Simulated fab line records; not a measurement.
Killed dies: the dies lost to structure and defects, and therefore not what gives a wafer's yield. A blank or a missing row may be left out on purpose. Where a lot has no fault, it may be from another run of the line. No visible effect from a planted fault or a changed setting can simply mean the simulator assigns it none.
Matching of chambers + flow gf180mcu + 4 sister chambers for GF_V3_CMP_26 on cmp-02
The step polishes, stops on SiO2, t overpolish 15 s, target thk 0 nm. 14 wafers are shown with their chamber, then 7 later ones without.

WAFERS PAIRED WITH THEIR CHAMBERS
| wafer  | chamber | motor-current-A (A) | time-to-endpoint-s (s) | overpolish-run-s (s) |
|--------|---------|---------------------|------------------------|----------------------|
| L945.1 | 3       | 12.9                | 88.6                   | 15.000               |
| L945.3 | 1       | 11.3                | 87.4                   | 14.995               |
| L945.5 | 1       | 11.0                | 86.7                   | 14.998               |
| L947.3 | 0       | 10.5                | 86.0                   | 15.009               |
| L947.5 | 1       | 10.8                | 90.3                   | 14.989               |
| L947.6 | 2       | 10.3                | 90.1                   | 14.993               |
| L949.1 | 1       | 11.5                | 86.1                   | 14.989               |
| L949.2 | 2       | 10.5                | 91.2                   | 14.995               |
| L949.4 | 0       | 11.0                | 90.9                   | 15.006               |
| L950.2 | 1       | 10.8                | 88.2                   | 14.998               |
| L950.3 | 3       | 12.1                | 92.5                   | 14.988               |
| L950.4 | 0       | 10.5                | 86.9                   | 15.003               |
| L952.1 | 1       | 11.2                | 86.4                   | 15.014               |
| L952.3 | 2       | 10.4                | 90.4                   | 15.004               |

SIGNATURES (averages over the wafers above)
| reading            | chamber 0 | chamber 1 | chamber 2 | chamber 3 | scatter within a chamber |
|--------------------|-----------|-----------|-----------|-----------|--------------------------|
| motor-current-A    | 10.667    | 11.100    | 10.400    | 12.500    | 0.301                    |
| time-to-endpoint-s | 87.933    | 87.517    | 90.567    | 90.550    | 1.84                     |
| overpolish-run-s   | 15.00600  | 14.99717  | 14.99733  | 14.99400  | 0.00763                  |
Rule: for each reading, subtract the chamber's mean from the wafer's reading, divide by that reading's scatter and square the result; add these up over the readings and take the root, which gives the wafer's distance from the chamber. If the next closest chamber is less than 2 further off than the closest, the wafer can't be placed; otherwise it belongs to the closest. How the scatter is found: for the shown wafers, subtract from each reading the mean of its chamber, square and add these, divide the total by (wafers less chambers), then take the root.

WAFERS MISSING THEIR CHAMBER
| wafer  | motor-current-A (A) | time-to-endpoint-s (s) | overpolish-run-s (s) |
|--------|---------------------|------------------------|----------------------|
| L952.6 | 13.4                | 91.4                   | 14.986               |
| L962.2 | 13.0                | 86.7                   | 14.995               |
| L962.3 | 11.5                | 87.6                   | 15.003               |
| L962.4 | 11.7                | 83.1                   | 14.994               |
| L968.2 | 13.0                | 83.0                   | 15.014               |
| L968.3 | 11.4                | 82.2                   | 14.998               |
| L968.5 | 11.1                | 83.4                   | 15.001               |

EACH ONE'S CHAMBER
| wafer  | from the rows above          | in truth |
|--------|------------------------------|----------|
| L952.6 | 3                            | 3        |
| L962.2 | 3                            | 3        |
| L962.3 | can't be placed: 1 or 0      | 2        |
| L962.4 | can't be placed: 1 or 0 or 3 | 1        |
| L968.2 | can't be placed: 3 or 1      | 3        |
| L968.3 | can't be placed: 1 or 0      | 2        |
| L968.5 | can't be placed: 1 or 0      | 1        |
Correctly placed: 2 of 7. Can't be placed from these rows: 5 (the true chamber is among the candidates in 3). Wrongly placed: 0.
